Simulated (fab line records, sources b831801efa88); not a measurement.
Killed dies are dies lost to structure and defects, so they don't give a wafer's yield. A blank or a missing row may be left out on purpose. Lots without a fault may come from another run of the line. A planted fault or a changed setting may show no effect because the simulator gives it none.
Which tool did it? | flow sky130 | 11 lots, 31 wafers sampled, at 1 step of a route of 708

WHAT THE GAUGES READ, wafer by wafer
SKY_SD_N_TW_MEAS_12.
lot  | measured     | on            | SD_N_TW
L562 | day 29 01:03 | film_metro-03 | 3941 3975 3970
L563 | day 29 06:53 | film_metro-03 | 3980 3986 3955
L564 | day 29 09:47 | film_metro-02 | 4005 3991 3998
L565 | day 29 21:13 | film_metro-03 | 3975 3982 3994
L567 | day 30 13:59 | film_metro-01 | 4045 4013 4054
L568 | day 30 19:53 | film_metro-03 | 3961 3963 3965
L569 | day 30 20:04 | film_metro-02 | 3985 3996 3987
L570 | day 31 01:03 | film_metro-02 | 3955 3972 3958
L571 | day 32 09:17 | film_metro-03 | 3957 3957 3938
L576 | day 33 02:35 | film_metro-03 | 3967 3940
L577 | day 33 08:59 | film_metro-02 | 3993 3984

WHICH TOOL RAN EACH LOT (tool, then ch and the chambers of the sampled wafers, then the start)
The record holds no process step before these readings.

THE ANSWER, worked out from the rows above alone
Rule: what is usual is taken from the lots themselves. Put in order of their means at a reading, lots are off if they are a third of the lots or fewer, leave a main group of 4 or more, and stand apart from it by a gap of 3 or more times the standard deviation of the main group's means; of several such gaps the widest counts. A main group whose means are all the same, to the digits that the tables above print for the reading, isn't used. A lot without any number at a reading at which 4 lots or more have one is off too. The other lots that the step has rows for count as sound.
No lot is off at any reading shown: from this, nothing can be told.

WHAT THE SIMULATOR HAD PUT IN
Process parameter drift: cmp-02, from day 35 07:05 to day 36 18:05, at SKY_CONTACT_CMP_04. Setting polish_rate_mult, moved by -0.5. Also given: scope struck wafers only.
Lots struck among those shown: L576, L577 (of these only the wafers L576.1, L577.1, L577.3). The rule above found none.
